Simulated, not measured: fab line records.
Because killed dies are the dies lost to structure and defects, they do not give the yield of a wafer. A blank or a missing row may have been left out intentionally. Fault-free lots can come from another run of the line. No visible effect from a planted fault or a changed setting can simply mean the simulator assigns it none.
What tool caused it? || flow gf180mcu || 30 wafers from 10 lots sampled at 3 of the route's 602 steps

## WHAT THE GAUGES SHOWED, per wafer
GF_MIM_RS_MEAS_10: measures by four-point-probe.
{"lot": "L343", "measured": "day 25 02:18", "on": "film metro-01", "MIM_ALCU_RS (ohm/sq)": "0.1631 0.1624 0.1643"}
{"lot": "L344", "measured": "day 25 12:03", "on": "film metro-02", "MIM_ALCU_RS (ohm/sq)": "0.1615 0.1607 0.1612"}
{"lot": "L345", "measured": "day 25 19:13", "on": "film metro-03", "MIM_ALCU_RS (ohm/sq)": "0.1616 0.1588 0.1607"}
{"lot": "L347", "measured": "day 26 13:02", "on": "film metro-02", "MIM_ALCU_RS (ohm/sq)": "0.1557 0.1571 0.1565"}
{"lot": "L354", "measured": "day 28 11:37", "on": "film metro-03", "MIM_ALCU_RS (ohm/sq)": "0.1640 0.1621 0.1623"}
{"lot": "L355", "measured": "day 28 16:05", "on": "film metro-01", "MIM_ALCU_RS (ohm/sq)": "0.1681 0.1688 0.1638"}
{"lot": "L357", "measured": "day 29 15:57", "on": "film metro-01", "MIM_ALCU_RS (ohm/sq)": "0.1631 0.1625 0.1615"}
{"lot": "L358", "measured": "day 29 17:26", "on": "film metro-02", "MIM_ALCU_RS (ohm/sq)": "0.1585 0.1571 0.1577"}
{"lot": "L364", "measured": "day 31 05:29", "on": "film metro-02", "MIM_ALCU_RS (ohm/sq)": "0.1580 0.1602 0.1598"}
{"lot": "L365", "measured": "day 31 12:18", "on": "film metro-03", "MIM_ALCU_RS (ohm/sq)": "0.1623 0.1635 0.1645"}

## TOOL THAT RAN EACH LOT (tool first, then ch and the chambers of the sampled wafers, then the start)
{"lot": "L343", "GF_MIM_SPUTTER_04": "pvd sputter-01, day 25 02:01", "GF_MIM_SPUTTER_08": "pvd sputter-04, day 25 02:12"}
{"lot": "L344", "GF_MIM_SPUTTER_04": "pvd sputter-04, day 25 11:49", "GF_MIM_SPUTTER_08": "pvd sputter-03, day 25 11:59"}
{"lot": "L345", "GF_MIM_SPUTTER_04": "pvd sputter-04, day 25 18:59", "GF_MIM_SPUTTER_08": "pvd sputter-03, day 25 19:10"}
{"lot": "L347", "GF_MIM_SPUTTER_04": "pvd sputter-04, day 26 12:46", "GF_MIM_SPUTTER_08": "pvd sputter-01, day 26 12:56"}
{"lot": "L354", "GF_MIM_SPUTTER_04": "pvd sputter-04, day 28 11:23", "GF_MIM_SPUTTER_08": "pvd sputter-03, day 28 11:34"}
{"lot": "L355", "GF_MIM_SPUTTER_04": "pvd sputter-01, day 28 15:51", "GF_MIM_SPUTTER_08": "pvd sputter-04, day 28 16:02"}
{"lot": "L357", "GF_MIM_SPUTTER_04": "pvd sputter-01, day 29 15:41", "GF_MIM_SPUTTER_08": "pvd sputter-03, day 29 15:52"}
{"lot": "L358", "GF_MIM_SPUTTER_04": "pvd sputter-03, day 29 17:12", "GF_MIM_SPUTTER_08": "pvd sputter-01, day 29 17:22"}
{"lot": "L364", "GF_MIM_SPUTTER_04": "pvd sputter-03, day 31 05:15", "GF_MIM_SPUTTER_08": "pvd sputter-01, day 31 05:26"}
{"lot": "L365", "GF_MIM_SPUTTER_04": "pvd sputter-01, day 31 12:03", "GF_MIM_SPUTTER_08": "pvd sputter-04, day 31 12:14"}
- GF_MIM_SPUTTER_04: material TiN, target thk 50 nm, time 41.7 s.
- GF_MIM_SPUTTER_08: material AlCu, target thk 200 nm, time 10.6 s.

## THE ANSWER, worked out from the rows above alone
Rule: the lots themselves supply what counts as usual. The widest of any qualifying gaps counts: lots, ordered by their means at a reading, are off when they make up no more than a third of the lots, leave a main group of 4 or more, and stand apart from it by 3 or more times the standard deviation of that group's means. A main group is skipped when, at the precision printed for the reading in the tables above, its means are all equal. A lot without any number at a reading at which 4 lots or more have one is off too. The other lots that the step has rows for count as sound.
None of the lots is off at any reading shown; this tells nothing.

## WHAT HAD BEEN PUT IN BY THE SIMULATOR
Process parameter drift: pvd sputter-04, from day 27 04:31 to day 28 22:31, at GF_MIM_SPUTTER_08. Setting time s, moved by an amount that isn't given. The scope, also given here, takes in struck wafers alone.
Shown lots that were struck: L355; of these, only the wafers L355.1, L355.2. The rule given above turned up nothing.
